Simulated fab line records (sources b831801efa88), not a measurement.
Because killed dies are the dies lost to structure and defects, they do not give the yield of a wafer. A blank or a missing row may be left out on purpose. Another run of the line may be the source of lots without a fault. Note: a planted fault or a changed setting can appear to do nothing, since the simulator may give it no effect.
Comparing a struck lot with a sound one | flow sky130 | 16 out of 708 route steps
Sound: these wafers, L320.1, L320.4, L320.5. Wafers L326.1, L326.2, L326.4 were the ones struck. The cause is given at the end.
Each step with rows lists, per side, the tool, then ch with its chambers, then its first start. Under that, the readings that differ: sound wafers | struck wafers | difference of the means | sigmas: that difference in standard deviations of wafers without a fault.
alike: readings whose means differ by less than 2 such deviations, and words and numbers that are the same on both sides. not compared: withheld readings, readings that some wafer has no value for, bounds like >300 that may hide the same value, and numbers for which the record gives no deviation and whose values overlap.
A row with sigmas, a row that says differs or no value, or rows on one side alone: a step with any of these is where the two part. When numbers do not overlap yet have no deviation, they are printed without sigmas and do not part them. Lack of a reading on every wafer of one side parts them only where that side has two or more wafers.

first, 1 step without rows for these wafers: SKY_SONOS_ONO_CVD_04 (deposits SiO2 from SiH4/N2O, target thk 5.7199 nm).
SKY_SONOS_ONO_THK_MEAS_05:
  sound on film metro-01, day 13 09:37; struck on film metro-04, day 15 12:03
  alike: SONOS_ONO_CVD_04_THK
then, 7 steps without rows for these wafers: SKY_SONOS_ONO_DEHYDRATE_06 (time 60 s); SKY_SONOS_ONO_HMDS_07 (prime time 60 s); SKY_SONOS_ONO_COAT_08 (resist thk 1140 nm); SKY_SONOS_ONO_SOFTBAKE_09 (time 60 s); SKY_SONOS_ONO_EXPOSE_10 (exposes mask ONOM, target cd 410 nm); SKY_SONOS_ONO_PEB_11; SKY_SONOS_ONO_DEVELOP_12 (develop time 60 s).
SKY_SONOS_ONO_CD_MEAS_13 targets a cd of 410 nm.
  sound on cd sem-01, day 14 11:39; struck on cd sem-02, day 16 15:52
  alike: cd nm
SKY_SONOS_ONO_OVL_MEAS_14:
  sound on overlay-02, day 14 11:46; struck on overlay-01, day 16 15:59
  alike: SONOS_ONO_OVL
SKY_SONOS_ONO_ETCH_15: etches the open film in CHF3/O2, target depth 19.52 nm, time 7.8 s.
  sound on rie diel-04 ch 2,3, day 14 11:49; struck on rie diel-04 ch 0,1,2, day 16 16:02
  alike: O2_flow_sccm, bias w, drypump motor current A, oes product au, throttle valve pct
  not compared: rf hours counter h
SKY_SONOS_ONO_WET_ETCH_16: etches SiO2 in dHF, target depth 14 nm, time 280 s.
  sound on wet bench-01 ch 1, day 14 11:50; struck on wet bench-01 ch 3, day 16 16:03
  no value came back on the struck wafers for bath heat duty pct (%), run length s (s); on the sound wafers bath heat duty pct (%) reads 6.2 6.2 6.4
  reading                                      | sound           | struck          | difference | sigmas
  model.SiO2_of_FIELD_ISO_CVD_24.thk nm (nm)   | 382.9 383.3 385 | 397.5 397.9 397 | +13.7      |
  model.SiO2_of_NWELL_OXIDATION_01.thk nm (nm) | 0 0 0           | 5.43 5.33 5.486 | +5.42      |
SKY_SONOS_ONO_STRIP_17: strips in O2/N2.
  sound on plasma asher-02 ch 0,1, day 14 11:56; struck on plasma asher-03 ch 0,1, day 16 16:08
  alike: drypump motor current A, oes product au, strip time to endpoint s
  not compared: rf hours counter h
SKY_SONOS_ONO_WET_ETCH_18: etches Si3N4 in H3PO4, target depth 15 nm, time 172 s.
  sound on wet bench-01 ch 0, day 14 12:02; struck on wet bench-03 ch 2, day 16 16:14
  reading                                    | sound             | struck            | difference | sigmas
  bath guard temp C (C)                      | 160.4 160.1 160.5 | 159.2 159.5 159.5 | -0.9       | -2
  bath heat duty pct (%)                     | 24.8 24.8 24.6    | 30.7 30.6 30.2    | +5.8       | +3
  model.SiO2_of_FIELD_ISO_CVD_24.thk nm (nm) | 382.7 383.1 384.9 | 397.4 397.7 396.8 | +13.7      |
-- record jumps: 32 days separate the struck wafers' starts on either side; left off in module SONOS_ONO, taken up again in module PAD_OPEN, whose first shown step is the route's number 708 --
SKY_PAD_OPEN_PROBE_99:
  sound on prober-02, day 47 09:29; struck on prober-01, day 48 21:29
  reading             | sound    | struck      | difference | sigmas
  killed_at_M4_up     | 2 1 5    | 10 4 6      | +4         | +2
  killed at front end | 22 21 18 | 418 417 418 | +397       | +92
  killed dies         | 86 87 92 | 492 492 492 | +404       | +41
  killed on rim       | 17 18 25 | 96 96 96    | +76        | +19
  alike: killed_at_M0_to_M3, killed at contacts, killed at other, killed open, killed short

WHERE THEY PART
At SKY_SONOS_ONO_WET_ETCH_16 first; at SKY_PAD_OPEN_PROBE_99 last (within this record only).

WHY: whatever the simulator had introduced
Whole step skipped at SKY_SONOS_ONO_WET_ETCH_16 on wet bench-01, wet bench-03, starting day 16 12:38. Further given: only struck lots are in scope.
